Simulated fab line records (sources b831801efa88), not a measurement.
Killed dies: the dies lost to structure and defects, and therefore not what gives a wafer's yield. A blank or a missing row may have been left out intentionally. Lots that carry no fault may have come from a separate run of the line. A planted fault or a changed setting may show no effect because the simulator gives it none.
fab line records    flow sky130
record: lots: 10  wafers: 30  lastDay: 50
route steps=708 shown LDD_N@254 POLY_CUT@319 LOCAL_INTERCONNECT@387 METAL4@634 PAD_OPEN@708
lots with no fault: from the same line, run without faults
startH: hours from the record's opening day to when the first of the lot's shown wafers began    waitH: hours since the lot's step before    " as in the row above    L1.1+2: several wafers, shown together as one row    - no value present, or no start provided    * or withheld: withheld    < > ~ a bound
route shown NAME@n: NAME is a module with steps in the file, n the number in the route of the first one    usual: mean/standard deviation of fault-free wafers    same: alike in all rows    chamber/n: place in a boat    sites: per-site readings    _std_site: standard deviation of those values    _edge_site: the outer-site mean with the inner-site mean subtracted    radiusMm: for every site, how far away it sits from the centre of the wafer    mask NAME#n: copy n    behind: the most recent tool/chamber to have shaped the wafer    hold: the reason the lot was held/the length of the hold in hours/how it ended    device: transistor that didn't switch, given as n, p or np    end of line: tests run on the same wafers once the route is complete    where a step has no rows: the recipe by itself    killed: not the wafer's yield, but the dies lost to structure and defects at the first sort    map: a wafer's dies, x killed, . not, _ none there
set.NAME: setting as actually run; set.NAME@STEP: the setting as run at that earlier step    model.NAME: the simulator's own value behind a step, which no gauge read
route steps across a sampled set of lots; one table per step, one row per wafer
services: from which hour (startH, from the record's first day; less than 0 if before it) a tool's chamber was out of use, for how many hours, and why
== steps ==
step: SKY_LDD_N_TW_MEAS_17
usual: LDD_N_TW: 2578/35
lot.wafer  tool          chamber  startH  waitH  LDD_N_TW
L848.1     filmMetro-03  -        446.16  0.1    2622
L848.2     "             -        "       "      2591
L848.3     "             -        "       "      2605
L847.1     filmMetro-01  -        446.46  0.1    2538
L847.4     "             -        "       "      2521
L847.6     "             -        "       "      2538
L846.1     filmMetro-03  -        446.78  0.1    2608
L846.3     "             -        "       "      2613
L846.6     "             -        "       "      2598
L850.1     filmMetro-04  -        483.39  0.1    2587
L850.3     "             -        "       "      2582
L850.5     "             -        "       "      2580
L855.1     filmMetro-01  -        514.03  0.1    2528
L855.2     "             -        "       "      2526
L855.6     "             -        "       "      2519
L856.2     filmMetro-01  -        539.59  0.1    2541
L856.5     "             -        "       "      2554
L856.6     "             -        "       "      2537
L858.3     filmMetro-01  -        548.88  0.1    2544
L858.5     "             -        "       "      2539
L858.6     "             -        "       "      2538
L861.3     filmMetro-01  -        564.43  0.1    2534
L861.4     "             -        "       "      2524
L861.5     "             -        "       "      2533
L866.1     filmMetro-01  -        595.43  0.1    2532
L866.4     "             -        "       "      2538
L866.6     "             -        "       "      2529
L865.3     filmMetro-03  -        597.80  0.1    2610
L865.4     "             -        "       "      2609
L865.5     "             -        "       "      2609
step: SKY_POLY_CUT_STRIP_12
recipe: chemistry: O2/N2  powerW: 1400  pressureMtorr: 1500  platenTempC: withheld  o2FlowSccm: 3000  n2FlowSccm: 300  overashFraction: 0.5
usual: drypumpMotorCurrentA: 5.8/0.46  o2FlowSccm: 2999/8  oesProductAu: 0.452/0.0047  stripTimeToEndpointS: 5.354/0.02
lot.wafer  tool            chamber  startH  waitH  drypumpMotorCurrentA  o2FlowSccm  oesProductAu  rfHoursCounterH  stripTimeToEndpointS
L848.1     plasmaAsher-02  1        600.59  0.0    5.5                   3005        0.450         91               5.346
L848.2     "               0        "       "      5.3                   3024        0.456         91               5.342
L848.3     "               0        "       "      5.3                   3014        0.456         -                5.355
L846.1     plasmaAsher-02  0        601.54  0.0    5.4                   2985        0.443         91               5.345
L846.3     "               0        "       "      5.4                   3006        0.451         -                5.342
L846.6     "               0        "       "      5.3                   3007        0.453         -                5.377
L847.1     plasmaAsher-03  0        601.66  0.0    6.0                   3004        0.455         17               5.371
L847.4     "               0        "       "      6.0                   2999        0.447         -                5.347
L847.6     "               0        "       "      6.0                   3000        0.454         -                5.376
L850.1     plasmaAsher-04  1        633.91  0.0    5.4                   2987        0.456         45               5.341
L850.3     "               1        "       "      5.4                   3003        0.449         -                5.375
L850.5     "               1        "       "      5.4                   2997        0.454         -                5.357
L855.1     plasmaAsher-03  0        662.49  0.0    6.0                   2999        0.457         23               5.331
L855.2     "               1        "       "      5.7                   3005        0.449         23               5.334
L855.6     "               1        "       "      5.6                   2998        0.437         -                5.346
L856.2     plasmaAsher-02  1        687.34  0.0    5.5                   2996        0.450         99               5.325
L856.5     "               0        "       "      5.3                   2989        0.452         -                5.333
L856.6     "               1        "       "      5.5                   3005        0.451         -                5.297
L858.3     plasmaAsher-03  0        693.84  0.1    6.0                   3000        0.450         -                5.305
L858.5     "               1        "       "      5.6                   3002        0.443         -                5.320
L858.6     "               0        "       "      6.1                   2996        0.452         -                5.322
L861.3     plasmaAsher-03  0        712.28  0.1    6.0                   2997        0.452         -                5.351
L861.4     "               1        "       "      5.6                   2998        0.449         -                5.371
L861.5     "               0        "       "      6.0                   2986        0.449         -                5.359
L866.1     plasmaAsher-04  0        740.39  0.0    6.6                   3009        0.449         56               5.330
L866.4     "               1        "       "      5.4                   2983        0.457         -                5.354
L866.6     "               0        "       "      6.6                   3005        0.455         -                5.357
L865.3     plasmaAsher-04  0        741.73  0.1    6.6                   2994        0.448         -                5.354
L865.4     "               1        "       "      5.4                   3000        0.449         -                5.362
L865.5     "               1        "       "      5.4                   3002        0.454         -                5.377
step: SKY_LOCAL_INTERCONNECT_SPUTTER_00
recipe: material: TiN  targetThkNm: 100  tempC: 300  powerW: 6500  timeS: 83.3  chamberPressurePa: 0.4
usual: susceptorTempC: 299.98/0.18  throttleValvePct: 29.9/1.1
lot.wafer  tool           chamber  startH  waitH  susceptorTempC  throttleValvePct
L848.1     pvdSputter-01  -        717.66  0.1    299.86          30.2
L848.2     "              -        "       "      299.51          29.0
L848.3     "              -        "       "      300.02          30.3
L846.1     pvdSputter-04  -        719.03  0.1    300.01          30.1
L846.3     "              -        "       "      300.02          30.5
L846.6     "              -        "       "      300.11          29.0
L847.1     pvdSputter-02  -        719.33  0.1    300.11          29.0
L847.4     "              -        "       "      299.81          32.4
L847.6     "              -        "       "      299.96          30.6
L850.1     pvdSputter-01  -        751.16  0.2    299.88          28.8
L850.3     "              -        "       "      300.10          30.4
L850.5     "              -        "       "      299.89          30.4
L855.1     pvdSputter-02  -        779.40  0.1    299.95          29.1
L855.2     "              -        "       "      300.10          32.1
L855.6     "              -        "       "      299.97          29.1
L856.2     pvdSputter-02  -        801.47  0.2    300.26          32.1
L856.5     "              -        "       "      299.85          30.8
L856.6     "              -        "       "      300.34          28.9
L858.3     pvdSputter-01  -        808.38  0.2    299.86          30.3
L858.5     "              -        "       "      299.81          29.0
L858.6     "              -        "       "      299.92          30.1
L861.3     pvdSputter-04  -        822.24  0.1    299.88          28.9
L861.4     "              -        "       "      300.39          30.3
L861.5     "              -        "       "      299.89          29.2
L866.1     pvdSputter-02  -        851.94  0.1    299.82          32.2
L866.4     "              -        "       "      300.10          30.6
L866.6     "              -        "       "      299.91          28.9
L865.3     pvdSputter-01  -        853.65  0.2    299.42          27.9
L865.4     "              -        "       "      299.74          30.4
L865.5     "              -        "       "      299.97          30.3
step: SKY_METAL4_METAL_ETCH_18
recipe: targetDepthA: 8450  stopOn: SiO2  overEtchFrac: 0.3  timeS: 183.1  chemistry: Cl2/BCl3  resistSidewallDeg: 88  pressureMtorr: 10  icpW: 900  biasW: 48.5  Cl2_flow_sccm: 60  bcl3FlowSccm: 30
usual: drypumpMotorCurrentA: 5.6/0.39  oesProductAu: 0.868/0.0065  runLengthS: 211.4/0.7  throttleValvePct: 22.263/0.0093
lot.wafer  tool         chamber  startH   waitH  drypumpMotorCurrentA  oesProductAu  rfHoursCounterH  runLengthS  throttleValvePct
L848.1     rieMetal-03  0        1015.56  0.0    5.9                   0.865         5                211.1       22.261
L848.2     "            1        "        "      5.6                   0.870         12               211.3       22.285
L848.3     "            1        "        "      5.6                   0.870         -                211.0       22.270
L846.1     rieMetal-01  0        1017.00  0.0    5.9                   0.865         5                211.7       22.273
L846.3     "            1        "        "      5.0                   0.863         -                210.9       22.261
L846.6     "            0        "        "      5.9                   0.857         -                212.0       22.267
L847.1     rieMetal-03  1        1018.25  0.0    5.6                   0.871         12               211.2       22.264
L847.4     "            0        "        "      5.9                   0.867         -                211.2       22.274
L847.6     "            1        "        "      5.6                   0.872         -                211.3       22.269
L850.1     rieMetal-04  0        1043.59  0.0    5.8                   0.859         18               211.2       22.275
L850.3     "            0        "        "      5.9                   0.864         -                211.2       22.272
L850.5     "            1        "        "      5.7                   0.866         -                211.1       22.269
L855.1     rieMetal-03  1        1066.80  0.0    5.6                   0.872         15               211.0       22.272
L855.2     "            0        "        "      5.9                   0.825         8                226.5       22.238
L855.6     "            1        "        "      5.6                   0.863         -                211.3       22.268
L856.2     rieMetal-03  1        1081.86  0.0    5.7                   0.830         16               226.5       22.262
L856.5     "            0        "        "      5.9                   0.872         -                211.2       22.258
L856.6     "            1        "        "      5.7                   0.865         -                211.4       22.271
L858.3     rieMetal-04  1        1086.58  0.1    5.7                   0.864         -                211.0       22.262
L858.5     "            0        "        "      5.9                   0.867         -                211.4       22.264
L858.6     "            1        "        "      5.7                   0.872         -                210.8       22.276
L861.3     rieMetal-01  0        1098.16  0.1    5.9                   0.860         -                211.4       22.255
L861.4     "            1        "        "      4.9                   0.873         -                211.1       22.272
L861.5     "            0        "        "      5.9                   0.872         -                211.7       22.259
L866.1     rieMetal-01  0        1120.95  0.0    5.9                   0.851         11               211.9       22.268
L866.4     "            1        "        "      5.0                   0.873         -                211.2       22.266
L866.6     "            1        "        "      5.0                   0.875         -                211.0       22.261
L865.3     rieMetal-01  1        1122.62  0.1    5.0                   0.862         -                211.3       22.267
L865.4     "            0        "        "      5.9                   0.863         -                211.7       22.274
L865.5     "            0        "        "      5.9                   0.862         -                211.7       22.272
step: SKY_METAL4_STRIP_19
recipe: chemistry: O2/N2  powerW: 1400  pressureMtorr: 1500  platenTempC: withheld  o2FlowSccm: 3000  n2FlowSccm: 300  overashFraction: 0.5
usual: drypumpMotorCurrentA: 5.9/0.45  o2FlowSccm: 3000/9.6  oesProductAu: 0.501/0.0051  stripTimeToEndpointS: 6.50/0.078
lot.wafer  tool            chamber  startH   waitH  drypumpMotorCurrentA  o2FlowSccm  oesProductAu  rfHoursCounterH  stripTimeToEndpointS
L848.1     plasmaAsher-04  1        1015.74  0.1    5.4                   3006        0.501         85               6.52
L848.2     "               0        "        "      6.6                   3008        0.505         85               6.51
L848.3     "               1        "        "      5.4                   2998        0.503         -                6.49
L846.1     plasmaAsher-01  1        1017.18  0.1    5.9                   3001        0.497         123              6.48
L846.3     "               1        "        "      5.9                   3007        0.506         -                6.51
L846.6     "               0        "        "      5.7                   3001        0.502         -                6.47
L847.1     plasmaAsher-01  0        1018.43  0.1    5.7                   2998        0.493         123              6.42
L847.4     "               0        "        "      5.7                   2986        0.499         -                6.50
L847.6     "               1        "        "      5.9                   2990        0.497         -                6.48
L850.1     plasmaAsher-01  1        1043.76  0.1    5.9                   2991        0.495         126              6.49
L850.3     "               1        "        "      5.9                   2991        0.497         -                6.50
L850.5     "               1        "        "      5.9                   2995        0.504         -                6.47
L855.1     plasmaAsher-04  0        1066.98  0.1    6.6                   2992        0.496         90               6.52
L855.2     "               1        "        "      5.4                   3018        0.492         90               6.11
L855.6     "               1        "        "      5.3                   2993        0.505         -                6.62
L856.2     plasmaAsher-04  1        1082.04  0.1    5.4                   2998        0.482         92               5.96
L856.5     "               0        "        "      6.6                   3000        0.500         -                6.54
L856.6     "               1        "        "      5.4                   2992        0.497         -                6.42
L858.3     plasmaAsher-04  1        1086.73  0.1    5.4                   2996        0.505         -                6.49
L858.5     "               0        "        "      6.6                   2999        0.504         -                6.51
L858.6     "               1        "        "      5.3                   2994        0.503         -                6.50
L861.3     plasmaAsher-01  1        1098.31  0.1    5.9                   3011        0.503         -                6.56
L861.4     "               0        "        "      5.7                   3015        0.503         -                6.42
L861.5     "               1        "        "      5.9                   3001        0.492         -                6.55
L866.1     plasmaAsher-01  0        1121.13  0.1    5.7                   3015        0.504         7                6.51
L866.4     "               0        "        "      5.7                   3005        0.498         -                6.38
L866.6     "               0        "        "      5.7                   3004        0.501         -                6.43
L865.3     plasmaAsher-04  1        1122.77  0.1    5.4                   2989        0.506         -                6.46
L865.4     "               0        "        "      6.6                   2994        0.504         -                6.50
L865.5     "               0        "        "      6.6                   2992        0.508         -                6.50
step: SKY_PAD_OPEN_PROBE_99
usual: defectLimitedYield: 82.5/2  killed_at_M0_to_M3: 44/7.7  killed_at_M4_up: 3.0/1.9  killedAtContacts: 25/5.6  killedAtFrontEnd: 15/4.6  killedAtOther: 0.3/0.47  killedDies: 86/9.9  killedOpen: 47/7.4  killedShort: 39/5.9  sort_bin_3_pad_short: 0.8/0.37  sort_bin_5_function: 10.4/1.5  sort_bin_6_memory: 6.3/1  sortNPass: 406/9.9  sortYieldPct: 82.5/2
same: grossDies: 492  killedAtBackSide: 0  sort_bin_4_leakage[%]: 0  sort_bin_8_speed[%]: 0
lot.wafer  tool       chamber  startH   waitH  defectLimitedYield[%]  killed_at_M0_to_M3  killed_at_M4_up  killedAtContacts  killedAtFrontEnd  killedAtOther  killedDies  killedOpen  killedShort  sort_bin_3_pad_short[%]  sort_bin_5_function[%]  sort_bin_6_memory[%]  sortNPass  sortYieldPct[%]
L847.1     prober-01  -        1110.24  0.1    78.7                   57                  2                30                16                0              105         62          43           0.6                      13.0                    7.7                   387        78.7
L847.4     prober-01  -        1110.39  0.2    82.5                   48                  0                26                11                1              86          46          40           0.6                      10.6                    6.3                   406        82.5
L847.6     prober-01  -        1110.49  0.2    79.5                   55                  5                24                16                1              101         59          42           1.0                      13.0                    6.5                   391        79.5
killed by level:class
L847.1 VIA1:geometricParticle:open=13 VIA2:geometricParticle:open=11 LI_CONTACT:geometricParticle:open=9 CONTACT:geometricParticle:open=8 LOCAL_INTERCONNECT:geometricParticle:short=6 METAL2:geometricParticle:short=6 VIA3:geometricParticle:open=6 FIELD_ISO:geometricParticle:short=5
L847.4 VIA1:geometricParticle:open=14 CONTACT:geometricParticle:open=11 METAL2:geometricParticle:short=7 VIA3:geometricParticle:open=6 LOCAL_INTERCONNECT:geometricParticle:short=6 METAL1:geometricParticle:short=5 FIELD_ISO:geometricParticle:open=4 VIA1:geometricParticle:short=4
L847.6 VIA1:geometricParticle:open=14 CONTACT:geometricParticle:open=10 METAL1:geometricParticle:short=8 VIA2:geometricParticle:open=7 VIA3:geometricParticle:open=7 VIA1:geometricParticle:short=5 LI_CONTACT:geometricParticle:short=4 METAL2:geometricParticle:short=4
== services ==
tool            chamber  startH   hours  kind
plasmaAsher-01  -        608.61   1.0    repair
rieMetal-03     -        659.82   0.3    repair
plasmaAsher-04  -        688.12   7.9    repair
pvdSputter-01   -        689.59   3.4    repair
plasmaAsher-03  -        714.82   41.4   repair
rieMetal-01     1        746.58   1.3    repair
plasmaAsher-01  -        796.90   1.2    repair
rieMetal-01     1        828.53   4.4    repair
rieMetal-01     1        844.19   2.4    repair
plasmaAsher-03  -        857.92   4.0    repair
pvdSputter-01   -        868.54   2.8    repair
rieMetal-03     -        870.39   2.8    pm
plasmaAsher-03  -        874.41   15.6   pm
plasmaAsher-04  -        937.61   0.4    repair
plasmaAsher-04  -        948.53   1.4    repair
pvdSputter-01   -        964.37   5.4    repair
pvdSputter-01   -        987.62   4.3    repair
pvdSputter-01   -        988.26   2.9    repair
plasmaAsher-04  -        1020.08  2.3    repair
rieMetal-03     -        1035.85  1.5    repair
pvdSputter-01   -        1043.85  0.7    repair
plasmaAsher-01  -        1055.25  9.0    pm
plasmaAsher-04  -        1068.54  0.9    repair
plasmaAsher-04  -        1109.04  1.8    repair
== key ==
firstSign: step: SKY_METAL4_METAL_ETCH_18  reading: runLengthS  direction: up  sigmas: 22  usual: *  struck: *
effect: step: SKY_METAL4_METAL_ETCH_18  reading: oesProductAu  direction: down  sigmas: 6.1  usual: 0.868  struck: 0.828
effect: step: SKY_METAL4_STRIP_19  reading: stripTimeToEndpointS  direction: down  sigmas: 5.9  usual: *  struck: *
metAt SKY_METAL4_METAL_ETCH_18
struckLots L855,L856
struckWafers L855.2,L856.2
notActingAt SKY_LDD_N_TW_MEAS_17,SKY_POLY_CUT_STRIP_12,SKY_LOCAL_INTERCONNECT_SPUTTER_00
onsetBetween 1018.25 1066.80
fault: kind: processParameterDrift  tool: rieMetal-03  chamber: -  onsetH: 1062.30  steps: SKY_METAL4_METAL_ETCH_18  channel: timeS  offset: *  shape: step  endH: 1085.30  scope: struckWafersOnly  actsIn: *  stated: *
